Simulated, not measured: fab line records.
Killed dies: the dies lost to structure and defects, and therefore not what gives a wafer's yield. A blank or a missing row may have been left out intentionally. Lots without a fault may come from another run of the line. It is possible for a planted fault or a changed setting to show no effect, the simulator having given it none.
Split-lot study | flow sky130 | 5 lots, 27 wafers read, on a route of 708 steps

## THE SPLIT ITSELF
At SKY_FIELD_ISO_ETCH_17 (etches Si in HBr/Cl2/O2, target depth 342 nm, time 97.7 s), the setting timeS was moved away from the recipe's 97.7 s on 6 of the 27 wafers read, by -56.4% to -22.7%. The other wafers ran this setting at the recipe's value.

The split's own step is where the reading is taken.

## THE READING
Si3N4_of_FIELD_ISO_CVD_03.thkNm (the simulator's own value, which no gauge read), in nm, at SKY_FIELD_ISO_ETCH_17 (etches Si in HBr/Cl2/O2, target depth 342 nm, time 97.7 s). No usual value for it is given in the file. Average 148.8 nm, standard deviation 1.4 nm, over the 21 wafers here run with the recipe.

wafer  | tool, chamber at the split | timeS as run, s | against the recipe | Si3N4_of_FIELD_ISO_CVD_03.thkNm, nm | against lot-mates on the recipe
L077.1 | rieSi-02, 0                | 97.7            | recipe             | 148.6                               | -
L077.2 | rieSi-02, 3                | 97.7            | recipe             | 146.9                               | -
L077.3 | rieSi-02, 1                | 97.7            | recipe             | 148.4                               | -
L077.4 | rieSi-02, 0                | 97.7            | recipe             | 147.2                               | -
L077.5 | rieSi-02, 3                | 97.7            | recipe             | 150.2                               | -
L077.6 | rieSi-02, 1                | 97.7            | recipe             | 147.8                               | -
L078.1 | rieSi-01, 0                | 75.56           | -22.7%             | 151.2                               | +3.3
L078.2 | rieSi-01, 2                | 97.7            | recipe             | 148.2                               | -
L078.3 | rieSi-01, 1                | 97.7            | recipe             | 147.8                               | -
L078.4 | rieSi-01, 3                | 75.56           | -22.7%             | 151.5                               | +3.6
L078.5 | rieSi-01, 0                | 97.7            | recipe             | 147.8                               | -
L078.6 | rieSi-01, 3                | 75.56           | -22.7%             | 152.1                               | +4.2
L079.1 | rieSi-02, 3                | 42.58           | -56.4%             | 157.8                               | +10.1
L079.2 | rieSi-02, 1                | 42.58           | -56.4%             | 155.9                               | +8.2
L079.3 | rieSi-02, 2                | 97.7            | recipe             | 148.4                               | -
L079.4 | rieSi-02, 1                | 97.7            | recipe             | 146.7                               | -
L079.5 | rieSi-02, 2                | 97.7            | recipe             | 147.9                               | -
L079.6 | rieSi-02, 3                | 42.58           | -56.4%             | 156.6                               | +8.9
L080.1 | rieSi-01, 2                | 97.7            | recipe             | 148.4                               | -
L080.2 | rieSi-01, 3                | 97.7            | recipe             | 149.9                               | -
L080.3 | rieSi-01, 1                | 97.7            | recipe             | 149.6                               | -
L080.4 | rieSi-01, 0                | 97.7            | recipe             | 148.6                               | -
L080.5 | rieSi-01, 3                | 97.7            | recipe             | 148.6                               | -
L080.6 | rieSi-01, 0                | 97.7            | recipe             | 148.9                               | -
L084.1 | rieSi-01, 1                | 97.7            | recipe             | 150.9                               | -
L084.4 | rieSi-01, 0                | 97.7            | recipe             | 150.8                               | -
L084.5 | rieSi-01, 3                | 97.7            | recipe             | 152.4                               | -

THE FIT
A straight line over all 27 wafers: Si3N4_of_FIELD_ISO_CVD_03.thkNm changes by -0.14 nm for each +1% of timeS; r = -0.90; the points scatter about the line by 1.3 nm.
The same after taking each lot's own level away (the mean of its wafers on the recipe; 27 wafers): -0.161 nm for each +1%; r = -0.97; scatter 0.76 nm.
Per that fit: largest timeS move, reading shift of 9.1 nm.
The span of the lots' own levels, 147.67 to 151.37 nm, comes to 2.7 times the standard deviation stated above.
So the lot-to-lot level changes the slope: the two fits differ.
Check: with one of the wafers moved furthest among these (-56.4%) left out of the fit, the line predicts +8.69 nm for it against its lot-mates. It came out at +10.1 nm against them.

## THE WHOLE CHAIN: every reading that the file lists as answering this split, in the file's order
step                  | what it does                                              | reading                                                                          | change (the file's fit)               | r (the file's)
SKY_FIELD_ISO_ETCH_17 | etches Si in HBr/Cl2/O2, target depth 342 nm, time 97.7 s | etch.depthNm (the simulator's own value, which no gauge read)                    | +3.42 nm for each +1% of the setting  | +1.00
SKY_FIELD_ISO_ETCH_17 | etches Si in HBr/Cl2/O2, target depth 342 nm, time 97.7 s | FIELD_ISO.featureDepthNm (the simulator's own value, which no gauge read)        | +3.42 nm for each +1% of the setting  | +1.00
SKY_FIELD_ISO_ETCH_17 | etches Si in HBr/Cl2/O2, target depth 342 nm, time 97.7 s | Si3N4_of_FIELD_ISO_CVD_03.thkNm (the simulator's own value, which no gauge read) | -0.162 nm for each +1% of the setting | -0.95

## THE FILE'S OWN FIT
Si3N4_of_FIELD_ISO_CVD_03.thkNm changes by -0.162 nm for each +1% of timeS, r = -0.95.
